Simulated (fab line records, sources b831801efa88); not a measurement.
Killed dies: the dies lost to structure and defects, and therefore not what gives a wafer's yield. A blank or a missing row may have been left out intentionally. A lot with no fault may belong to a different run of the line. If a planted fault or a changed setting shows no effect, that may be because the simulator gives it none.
A struck lot beside a sound one | flow sfq-line | 42 steps out of a route of 325
Sound: wafers L974.1, L974.4, L974.6. Wafers struck: L967.4, L967.6. Last of all comes the cause.
Order at every step that has rows: each side's tool, ch and its chambers, its first start. Under that, the readings that differ: sound wafers | struck wafers | difference of the means | sigmas: that difference in standard deviations of wafers without a fault.
alike: a reading whose means differ by less than 2 such deviations, as well as words and numbers matching on both sides. not compared: withheld readings; readings where some wafer has no value; bounds like >300 that might hide an equal value; numbers whose values overlap and for which the record gives no deviation.
A row with sigmas, a row that says differs or no value, or rows on one side alone: a step with any of these is where the two part. When numbers do not overlap yet have no deviation, they are printed without sigmas and do not part them. A reading missing from all wafers of one side parts the sides only when that side holds two or more wafers.

first, 6 steps without rows for these wafers: SFQ_TRILAYER_I6_VIA_LITHO_COAT_174 (resist thk 62 nm); SFQ_TRILAYER_I6_VIA_LITHO_COAT_169 (resist thk 650 nm); SFQ_TRILAYER_I6_VIA_LITHO_SOFTBAKE_173; SFQ_TRILAYER_I6_VIA_LITHO_EXPOSE_170 (exposes mask I6, target cd 700 nm); SFQ_TRILAYER_I6_VIA_LITHO_PEB_172 (peb time 60 s); SFQ_TRILAYER_I6_VIA_LITHO_DEVELOP_171 (time 60 s).
SFQ_I6_OVL_MEAS_942:
  sound: overlay-01 at day 78 10:38; struck: overlay-02 at day 73 14:57
  alike: I6_OVL
then, 1 step without rows for these wafers: SFQ_TRILAYER_I6_VIA_BARC_OPEN_VIA_ETCH_235 (etches BARC in O2, target depth 125 nm, time 41.7 s).
SFQ_TRILAYER_I6_VIA_ETCH_VIA_ETCH_172: etches SiO2 in CHF3, stops on Nb, target depth 260 nm.
  sound on rie-diel-02 ch 0,1,3, day 78 10:43; struck on rie-diel-04 ch 0,1, day 73 15:01
  alike: drypump-motor-current-A, oes-product-au
then, 3 steps without rows for these wafers: SFQ_TRILAYER_I6_VIA_STRIP_STRIP_173 (strips in O2); SFQ_TRILAYER_I6_VIA_STRIP_SOLV_CLEAN_174 (cleans in NMP, time 600 s); SFQ_TRILAYER_M7_DEP_PRE_CLEAN_176 (time 22.5 s).
SFQ_TRILAYER_M7_DEP_SPUTTER_175: material Nb, target thk 200 nm, time 133.3 s.
  sound: pvd-sputter-03 at day 78 11:38; struck: pvd-sputter-05 at day 73 15:56
  reading                                             | sound           | struck    | difference | sigmas
  model.Nb_of_TRILAYER_M7_DEP_SPUTTER_175.thk-nm (nm) | 200 200.1 199.6 | 137.5 135 | -63.7      |
  alike: base-pressure-pa, throttle-valve-pct
SFQ_M7_RS_MEAS_943: measurement is done with a four-point probe.
  sound: film-metro-01 at day 78 11:43; struck: film-metro-02 at day 73 16:05
  reading           | sound             | struck      | difference | sigmas
  M7_NB_RS (ohm/sq) | 0.889 0.892 0.893 | 1.302 1.325 | +0.422     | +58
then, 6 steps without rows for these wafers: SFQ_TRILAYER_M7_LITHO_COAT_182 (resist thk 62 nm); SFQ_TRILAYER_M7_LITHO_COAT_177 (resist thk 600 nm); SFQ_TRILAYER_M7_LITHO_SOFTBAKE_181; SFQ_TRILAYER_M7_LITHO_EXPOSE_178 (exposes mask M7, target cd 500 nm); SFQ_TRILAYER_M7_LITHO_PEB_180 (peb time 60 s); SFQ_TRILAYER_M7_LITHO_DEVELOP_179 (time 60 s).
SFQ_M7_OVL_MEAS_945:
  sound: overlay-02 at day 78 14:59; struck: overlay-02 at day 73 22:09
  alike: M7_OVL
then, 1 step without rows for these wafers: SFQ_TRILAYER_M7_BARC_OPEN_METAL_ETCH_229 (etches BARC in O2, target depth 125 nm, time 41.7 s).
SFQ_TRILAYER_M7_ETCH_METAL_ETCH_180: etches Nb in Cl2/Ar, stops on SiO2, target depth 240 nm, time 120 s.
  sound on rie-metal-02 ch 0,1, day 78 15:05; struck on rie-metal-02 ch 0,1, day 73 22:16
  reading               | sound             | struck      | difference | sigmas
  oes-product-au (a.u.) | 0.893 0.891 0.893 | 0.728 0.722 | -0.167     | -26
  alike: drypump-motor-current-A
  not compared: rf-hours-counter-h
SFQ_TRILAYER_M7_STRIP_STRIP_181: strips in O2.
  sound on rie-metal-02 ch 0,1, day 78 15:12; struck on rie-metal-02 ch 0,1, day 73 22:34
  alike: drypump-motor-current-A, oes-product-au
  not compared: rf-hours-counter-h
then, 1 step without rows for these wafers: SFQ_TRILAYER_M7_STRIP_SOLV_CLEAN_182 (cleans in NMP, time 600 s).
SFQ_TRILAYER_I7_DEP_PECVD_183: deposits SiO2 from SiH4/N2O, time 111.11 s, target thk 500 nm.
  sound on pecvd-04 ch 0,1,2, day 78 15:59; struck on pecvd-01 ch 0,1, day 73 23:10
  alike: heater-power-w, throttle-valve-pct
then, 1 step without rows for these wafers: SFQ_TRILAYER_I7_CMP_CMP_184 (polishes SiO2).
SFQ_I7_BOW_MEAS_946:
  sound: film-metro-01 at day 78 19:04; struck: film-metro-03 at day 74 03:05
  alike: I7_BOW
SFQ_TRILAYER_I7_METRO_MEASURE_185:
  sound: film-metro-01 at day 78 19:11; struck: film-metro-03 at day 74 03:45
  alike: thk-nm
then, 6 steps without rows for these wafers: SFQ_TRILAYER_I7_VIA_LITHO_COAT_192 (resist thk 62 nm); SFQ_TRILAYER_I7_VIA_LITHO_COAT_187 (resist thk 650 nm); SFQ_TRILAYER_I7_VIA_LITHO_SOFTBAKE_191; SFQ_TRILAYER_I7_VIA_LITHO_EXPOSE_188 (exposes mask I7, target cd 1000 nm); SFQ_TRILAYER_I7_VIA_LITHO_PEB_190 (peb time 60 s); SFQ_TRILAYER_I7_VIA_LITHO_DEVELOP_189 (time 60 s).
SFQ_I7_OVL_MEAS_947:
  sound: overlay-01 at day 78 22:45; struck: overlay-02 at day 74 10:09
  alike: I7_OVL
then, 2 steps without rows for these wafers: SFQ_TRILAYER_I7_VIA_BARC_OPEN_VIA_ETCH_260 (etches BARC in O2, target depth 125 nm, time 41.7 s); SFQ_TRILAYER_I7_VIA_ETCH_VIA_ETCH_190 (etches SiO2 in CHF3, stops on Nb, target depth 260 nm).
SFQ_TRILAYER_I7_VIA_STRIP_STRIP_191: strips in O2.
  sound on rie-metal-02 ch 0,1, day 78 22:56; struck on rie-metal-03 ch 1, day 74 10:31
  reading                     | sound       | struck  | difference | sigmas
  drypump-motor-current-A (A) | 6.6 5.9 6.6 | 5.0 5.0 | -1.4       | -3
  alike: oes-product-au
  not compared: rf-hours-counter-h
then, 2 steps without rows for these wafers: SFQ_TRILAYER_I7_VIA_STRIP_SOLV_CLEAN_192 (cleans in NMP, time 600 s); SFQ_TRILAYER_M8_LITHO_LOR_COAT_197.
SFQ_M8_BOW_MEAS_951:
  sound: film-metro-03 at day 82 06:59; struck: film-metro-03 at day 75 10:23
  reading                 | sound                | struck      | difference | sigmas
  model.etest.m7.ohm-um   | 1.772 1.781 1.784    | 2.597 2.65  | +0.845     |
  model.etest.i6.link-ohm | 1.866 1.861 1.873    | 2.307 2.335 | +0.454     |
  model.etest.m7.ohm-sq   | 0.8895 0.8888 0.8912 | 1.294 1.318 | +0.416     |
  model.etest.i7.link-ohm | 1.051 1.049 1.052    | 1.454 1.478 | +0.415     |
  alike: M8_BOW

== WHERE THEY PART ==
Earliest at SFQ_M7_RS_MEAS_943; latest, in this record, at SFQ_TRILAYER_I7_VIA_STRIP_STRIP_191. Later steps at which nothing parts them and some readings are alike: SFQ_M8_BOW_MEAS_951.

WHY: the cause the simulator had injected
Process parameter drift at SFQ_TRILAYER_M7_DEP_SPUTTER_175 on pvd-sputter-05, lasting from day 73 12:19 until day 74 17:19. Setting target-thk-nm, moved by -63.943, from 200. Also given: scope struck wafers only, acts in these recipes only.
